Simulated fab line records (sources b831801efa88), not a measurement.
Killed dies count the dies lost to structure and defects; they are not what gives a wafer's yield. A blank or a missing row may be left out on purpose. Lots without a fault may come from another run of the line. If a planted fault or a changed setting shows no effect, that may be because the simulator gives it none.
Which tool was responsible? + flow gf180mcu + 12 lots, 36 wafers sampled, at 2 steps of a route of 602

WHAT EACH GAUGE READ, for each wafer
GF_HV_LDD_CD_MEAS_46 targets a cd of 400 nm.
| lot  | measured     | on        | cd-nm (nm)        |
|------|--------------|-----------|-------------------|
| L075 | day 12 17:22 | cd-sem-01 | 400.8 401.8 399.3 |
| L077 | day 13 04:08 | cd-sem-01 | 405.3 402.7 404.0 |
| L079 | day 14 03:05 | cd-sem-02 | 401.6 401.8 402.2 |
| L081 | day 14 13:46 | cd-sem-02 | 400.7 398.7 399.8 |
| L083 | day 15 08:25 | cd-sem-02 | 401.9 401.0 401.3 |
| L085 | day 16 03:01 | cd-sem-02 | 396.1 397.8 398.5 |
| L087 | day 16 23:12 | cd-sem-02 | 402.8 404.0 399.8 |
| L089 | day 17 13:23 | cd-sem-01 | 400.9 401.0 403.0 |
| L091 | day 18 04:55 | cd-sem-02 | 402.8 405.1 402.4 |
| L093 | day 18 23:20 | cd-sem-01 | 400.0 401.6 401.0 |
| L095 | day 19 15:41 | cd-sem-01 | 399.4 400.9 399.9 |
| L097 | day 20 02:21 | cd-sem-02 | 402.9 402.7 404.7 |

TOOL THAT RAN EACH LOT (tool first, then ch and the chambers of the sampled wafers, then the start)
| lot  | GF_POLY_GATE_STRIP_14                |
|------|--------------------------------------|
| L075 | plasma-asher-04 ch 0,1, day 9 13:28  |
| L077 | plasma-asher-01 ch 0,1, day 9 22:01  |
| L079 | plasma-asher-04 ch 0,1, day 10 17:17 |
| L081 | plasma-asher-01 ch 0,1, day 11 03:16 |
| L083 | plasma-asher-03 ch 0,1, day 11 21:05 |
| L085 | plasma-asher-01 ch 1, day 12 11:07   |
| L087 | plasma-asher-01 ch 1, day 13 07:58   |
| L089 | plasma-asher-04 ch 0,1, day 13 18:52 |
| L091 | plasma-asher-04 ch 0,1, day 14 08:39 |
| L093 | plasma-asher-04 ch 0,1, day 15 00:55 |
| L095 | plasma-asher-04 ch 0,1, day 15 16:05 |
| L097 | plasma-asher-01 ch 0,1, day 16 01:44 |
- GF_POLY_GATE_STRIP_14: strips in O2/N2.

THE ANSWER, worked out from the rows above alone
Rule: what is usual is taken from the lots themselves. Put in order of their means at a reading, lots are off if they are a third of the lots or fewer, leave a main group of 4 or more, and stand apart from it by a gap of 3 or more times the standard deviation of the main group's means; of several such gaps the widest counts. A main group whose means are all the same, to the digits that the tables above print for the reading, isn't used. Also off: a lot with no number at a reading for which 4 or more lots have one. The other lots that the step has rows for count as sound.
Nothing can be told from this: no lot is off at any reading shown.

WHAT WAS PUT IN BY THE SIMULATOR
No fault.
